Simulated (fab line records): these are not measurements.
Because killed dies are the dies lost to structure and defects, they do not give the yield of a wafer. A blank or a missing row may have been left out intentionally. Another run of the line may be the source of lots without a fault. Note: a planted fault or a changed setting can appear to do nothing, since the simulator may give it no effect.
A struck lot beside a sound one    flow sfq-line    14 out of 325 route steps
Sound: these wafers, L298.1, L298.3, L298.5. Struck: wafer L312.2 (left out: L312.3, L312.5 of the same lot, which were not struck); the cause appears at the end.
Per side, at each step with rows, come the tool, then ch with its chambers, and then its first start. Under that, the readings that differ: sound wafers    struck wafers    difference of the means    sigmas: that difference in standard deviations of wafers without a fault.
alike: same words and numbers on both sides, and readings whose means sit less than 2 such deviations apart. not compared: any withheld reading, any reading some wafer has no value for, any bound like >300 that may hide the same value, and any number with overlapping values for which the record gives no deviation.
A row with sigmas, a row that says differs or no value, or rows on one side alone: a step with any of these is where the two part. Non-overlapping numbers with no deviation appear without sigmas and do not part them. A reading missing from all wafers of one side parts the sides only when that side holds two or more wafers.

first, 4 steps without rows for these wafers: SFQ_TRILAYER_M5_LITHO_SOFTBAKE_127; SFQ_TRILAYER_M5_LITHO_EXPOSE_124 (exposes mask M5, target cd 700 nm); SFQ_TRILAYER_M5_LITHO_PEB_126 (peb time 60 s); SFQ_TRILAYER_M5_LITHO_DEVELOP_125 (time 60 s).
SFQ_M5_OVL_MEAS_932:
  struck on overlay-02, day 59 17:23; sound on overlay-02, day 57 01:33
  alike: M5_OVL
then, 1 step without rows for these wafers: SFQ_TRILAYER_M5_BARC_OPEN_METAL_ETCH_161 (etches BARC in O2, target depth 125 nm, time 41.7 s).
SFQ_TRILAYER_M5_ETCH_METAL_ETCH_126: etches Nb in Cl2/BCl3, stops on SiO2, time 203.2 s, target depth 265 nm.
  sound on rie-metal-01 ch 0,1, day 57 01:39; struck on rie-metal-01 ch 0, day 59 17:29
  alike: drypump-motor-current-A, oes-product-au
  not compared: rf-hours-counter-h
SFQ_TRILAYER_M5_STRIP_STRIP_127: strips in O2.
  sound on rie-metal-01 ch 0,1, day 57 01:50; struck on rie-metal-01 ch 0, day 59 17:40
  alike: drypump-motor-current-A, oes-product-au
  not compared: rf-hours-counter-h
then, 1 step without rows for these wafers: SFQ_TRILAYER_M5_STRIP_SOLV_CLEAN_128 (cleans in NMP, time 600 s).
SFQ_TRILAYER_A5B_DEP_PECVD_129: deposits SiO2 from SiH4/N2O, time 133.33 s, target thk 600 nm.
  sound on pecvd-01 ch 0,2, day 57 02:37; struck on pecvd-02 ch 2, day 59 18:27
reading               sound                 struck  difference  sigmas
susceptor-temp-C (C)  150.14 149.76 150.03  150.29  +0.31       +2
  alike: heater-power-w, throttle-valve-pct
then, 1 step without rows for these wafers: SFQ_TRILAYER_A5B_CMP_CMP_130 (polishes, stops on Nb, target thk 340.7 nm).
SFQ_TRILAYER_A5B_METRO_MEASURE_131:
  struck on film-metro-01, day 59 23:56; sound on film-metro-04, day 57 05:43
  alike: thk-nm
SFQ_TRILAYER_R5_DEP_SPUTTER_132: material Ti, target thk 5 nm, time 5 s.
  struck on pvd-sputter-04, day 60 00:56; sound on pvd-sputter-04, day 57 06:55
reading                                              sound              struck  difference  sigmas
model.Ti_of_TRILAYER_R5_DEP_SPUTTER_132.thk-nm (nm)  4.771 5.099 4.957  2.991   -1.951      
  alike: throttle-valve-pct
SFQ_TRILAYER_R5_DEP_SPUTTER_133: material MoNx, target thk 40 nm, time 66.7 s.
  struck on pvd-sputter-04, day 60 00:57; sound on pvd-sputter-04, day 57 06:56
  alike: throttle-valve-pct

## WHERE THEY PART
Only at SFQ_TRILAYER_A5B_DEP_PECVD_129, as far as this record shows. Later steps at which nothing parts them and some readings are alike: SFQ_TRILAYER_A5B_METRO_MEASURE_131, SFQ_TRILAYER_R5_DEP_SPUTTER_132, SFQ_TRILAYER_R5_DEP_SPUTTER_133.

WHY: what the simulator had put in
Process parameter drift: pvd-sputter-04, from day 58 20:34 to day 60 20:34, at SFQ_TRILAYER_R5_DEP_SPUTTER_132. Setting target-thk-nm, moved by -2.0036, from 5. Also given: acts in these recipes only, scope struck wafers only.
